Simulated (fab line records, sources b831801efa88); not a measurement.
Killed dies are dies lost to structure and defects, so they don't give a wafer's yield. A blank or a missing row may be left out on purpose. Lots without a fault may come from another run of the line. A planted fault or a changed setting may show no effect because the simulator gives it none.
Which tool did it? | flow gf180mcu | 13 lots, 39 wafers sampled, at 6 steps of a route of 602

WHAT THE GAUGES READ, wafer by wafer
GF_PSD_RS_MEAS_14: measures by four-point-probe. Usual: NSD_RS 45.94 ohm/sq, standard deviation 0.074.
lot  | measured     | on            | NSD_RS (ohm/sq)   | flag
L782 | day 15 22:03 | film_metro-03 | 46.07 46.00 46.01 |
L783 | day 16 10:28 | film_metro-01 | 45.88 45.90 45.88 |
L784 | day 16 17:02 | film_metro-04 | 46.05 45.97 45.94 |
L785 | day 17 02:01 | film_metro-04 | 46.12 45.97 46.08 |
L787 | day 17 18:19 | film_metro-01 | 45.81 45.99 45.98 |
L788 | day 18 00:56 | film_metro-01 | 45.96 45.98 45.88 |
L792 | day 19 14:19 | film_metro-04 | 48.63 48.67 48.75 | OFF
L793 | day 19 19:31 | film_metro-01 | 45.91 45.90 45.87 |
L794 | day 20 01:33 | film_metro-03 | 48.60 48.65 48.64 | OFF
L796 | day 20 23:08 | film_metro-03 | 45.97 45.92 45.88 |
L797 | day 21 04:50 | film_metro-03 | 45.99 45.90 45.89 |
L804 | day 23 08:49 | film_metro-04 | 45.92 45.92 45.93 |
L805 | day 23 14:29 | film_metro-04 | 46.12 45.98 45.96 |

GF_PSD_RS_MEAS_15: measures by four-point-probe. Usual: PSD_RS 108.54 ohm/sq, standard deviation 0.25.
lot  | measured     | on            | PSD_RS (ohm/sq)      | flag
L782 | day 15 22:10 | film_metro-03 | 108.94 108.77 108.48 |
L783 | day 16 10:35 | film_metro-01 | 108.40 108.29 108.22 |
L784 | day 16 17:09 | film_metro-04 | 108.33 108.25 108.55 |
L785 | day 17 02:08 | film_metro-04 | 108.84 108.69 108.87 |
L787 | day 17 18:26 | film_metro-01 | 108.56 108.54 108.82 |
L788 | day 18 01:04 | film_metro-01 | 108.93 108.48 108.74 |
L792 | day 19 14:26 | film_metro-04 | 122.98 123.12 123.10 | OFF
L793 | day 19 19:38 | film_metro-01 | 108.57 108.33 108.82 |
L794 | day 20 01:40 | film_metro-03 | 122.50 122.64 122.82 | OFF
L796 | day 20 23:16 | film_metro-03 | 108.67 108.69 108.67 |
L797 | day 21 04:58 | film_metro-03 | 108.72 108.35 108.60 |
L804 | day 23 08:56 | film_metro-04 | 108.18 108.28 108.42 |
L805 | day 23 14:36 | film_metro-04 | 109.01 108.57 108.30 |

GF_V1_THK_MEAS_03. Usual: V1_CVD_02_THK 848 nm, standard deviation 12.
lot  | measured     | on            | V1_CVD_02_THK (nm) | flag
L782 | day 19 01:44 | film_metro-03 | 862 853 855        |
L783 | day 19 14:40 | film_metro-01 | 831 844 850        |
L784 | day 19 22:47 | film_metro-01 | 851 852 869        |
L785 | day 20 08:39 | film_metro-03 | 826 846 852        |
L787 | day 21 01:14 | film_metro-01 | 846 829 847        |
L788 | day 21 06:41 | film_metro-03 | 844 838 866        |
L792 | day 22 21:40 | film_metro-03 | 822 833 834        |
L793 | day 23 02:34 | film_metro-01 | 846 853 865        |
L794 | day 23 08:41 | film_metro-02 | 847 862 865        |
L796 | day 24 03:54 | film_metro-02 | 858 834 844        |
L797 | day 24 09:23 | film_metro-01 | 836 833 848        |
L804 | day 26 11:32 | film_metro-03 | 843 866 859        |
L805 | day 26 16:05 | film_metro-03 | 848 863 842        |

GF_V1_BOW_MEAS_05. Usual: V1_BOW 84 um, standard deviation 7.7.
lot  | measured     | on            | V1_BOW (um) | flag
L782 | day 19 02:16 | film_metro-01 | 87 83 92    |
L783 | day 19 15:02 | film_metro-01 | 84 82 75    |
L784 | day 19 23:09 | film_metro-02 | 83 85 87    |
L785 | day 20 09:01 | film_metro-01 | 88 73 82    |
L787 | day 21 01:36 | film_metro-03 | 89 79 83    |
L788 | day 21 07:13 | film_metro-01 | 85 94 82    |
L792 | day 22 22:02 | film_metro-01 | 90 81 93    |
L793 | day 23 02:55 | film_metro-01 | 72 78 69    |
L794 | day 23 09:04 | film_metro-02 | 87 84 86    |
L796 | day 24 04:16 | film_metro-03 | 79 90 89    |
L797 | day 24 09:46 | film_metro-01 | 94 83 85    |
L804 | day 26 11:59 | film_metro-03 | 84 85 89    |
L805 | day 26 16:28 | film_metro-01 | 79 86 81    |

GF_V1_RS_MEAS_24: measures by four-point-probe. Usual: V1_W_RS 0.328 ohm/sq, standard deviation 0.0043.
lot  | measured     | on            | V1_W_RS (ohm/sq)  | flag
L782 | day 20 03:44 | film_metro-02 | 0.331 0.333 0.332 |
L783 | day 20 17:50 | film_metro-01 | 0.332 0.332 0.335 |
L784 | day 21 01:35 | film_metro-02 | 0.328 0.330 0.331 |
L785 | day 21 11:20 | film_metro-03 | 0.326 0.324 0.327 |
L787 | day 22 03:59 | film_metro-03 | 0.322 0.328 0.329 |
L788 | day 22 09:10 | film_metro-03 | 0.335 0.339 0.332 |
L792 | day 23 23:25 | film_metro-02 | 0.331 0.332 0.327 |
L793 | day 24 04:05 | film_metro-01 | 0.323 0.329 0.331 |
L794 | day 24 10:04 | film_metro-01 | 0.325 0.331 0.329 |
L796 | day 25 04:34 | film_metro-01 | 0.327 0.329 0.331 |
L797 | day 25 09:55 | film_metro-01 | 0.330 0.328 0.326 |
L804 | day 27 10:32 | film_metro-03 | 0.329 0.329 0.330 |
L805 | day 27 15:26 | film_metro-03 | 0.336 0.325 0.331 |

WHICH TOOL RAN EACH LOT (tool, then ch and the chambers of the sampled wafers, then the start)
lot  | GF_PSD_RTA_13
L782 | rtp_anneal-01 ch 0, day 15 21:58
L783 | rtp_anneal-02 ch 0, day 16 10:22
L784 | rtp_anneal-02 ch 0, day 16 16:56
L785 | rtp_anneal-01 ch 0, day 17 01:56
L787 | rtp_anneal-01 ch 0, day 17 18:14
L788 | rtp_anneal-02 ch 0, day 18 00:51
L792 | rtp_anneal-01 ch 0, day 19 14:13
L793 | rtp_anneal-02 ch 0, day 19 19:26
L794 | rtp_anneal-01 ch 0, day 20 01:28
L796 | rtp_anneal-02 ch 0, day 20 23:03
L797 | rtp_anneal-02 ch 0, day 21 04:45
L804 | rtp_anneal-02 ch 0, day 23 08:44
L805 | rtp_anneal-01 ch 0, day 23 14:23
- GF_PSD_RTA_13: time 20 s.

WHAT THE TOOLS THEMSELVES READ (means of the sampled wafers that have a number; where no wafer has one, the mark that the record gives instead)
GF_PSD_RTA_13. Usual: lamp_power_pct 36.1 %, standard deviation 2.9; wafer_temp_C_max 1029.9, standard deviation 1.1.
lot  | tool          | lamp_power_pct (%) | wafer_temp_C_max | flag
L782 | rtp_anneal-01 | 33.2               | 1031.7           |
L783 | rtp_anneal-02 | 39.1               | 1028.8           |
L784 | rtp_anneal-02 | 39.0               | 1029.6           |
L785 | rtp_anneal-01 | 33.2               | 1030.6           |
L787 | rtp_anneal-01 | 33.2               | 1030.9           |
L788 | rtp_anneal-02 | 39.0               | 1028.9           |
L792 | rtp_anneal-01 | 31.3               | 1006.9           | OFF
L793 | rtp_anneal-02 | 39.0               | 1027.8           |
L794 | rtp_anneal-01 | 31.3               | 1008.8           | OFF
L796 | rtp_anneal-02 | 39.0               | 1030.3           |
L797 | rtp_anneal-02 | 39.0               | 1029.8           |
L804 | rtp_anneal-02 | 39.0               | 1029.6           |
L805 | rtp_anneal-01 | 33.2               | 1030.7           |

THE ANSWER, worked out from the rows above alone
Rule: a lot is off if the mean of its wafers that have a number lies more than 3 standard deviations from the usual mean. A lot without any number at a reading at which 4 lots or more have one is off too. The other lots that the step has rows for count as sound. The gauges are gone through in route order, then the tools' own readings, and for those a lot's mean is taken as printed above. The first step at which some lot is off is used, and at that step the reading that is off furthest; a lot without a number counts as furthest.
Off: L792, L794, at GF_PSD_RS_MEAS_14 (NSD_RS).
A tool fits if, at a process step before that reading, it ran every lot that is off, and no sound lot after the first of them. The gauges at GF_PSD_RS_MEAS_14 aren't tried: what is off there is off at GF_PSD_RTA_13 too, on other tools, and a gauge's error can't cause that. None of those tried fits.

WHAT THE SIMULATOR HAD PUT IN
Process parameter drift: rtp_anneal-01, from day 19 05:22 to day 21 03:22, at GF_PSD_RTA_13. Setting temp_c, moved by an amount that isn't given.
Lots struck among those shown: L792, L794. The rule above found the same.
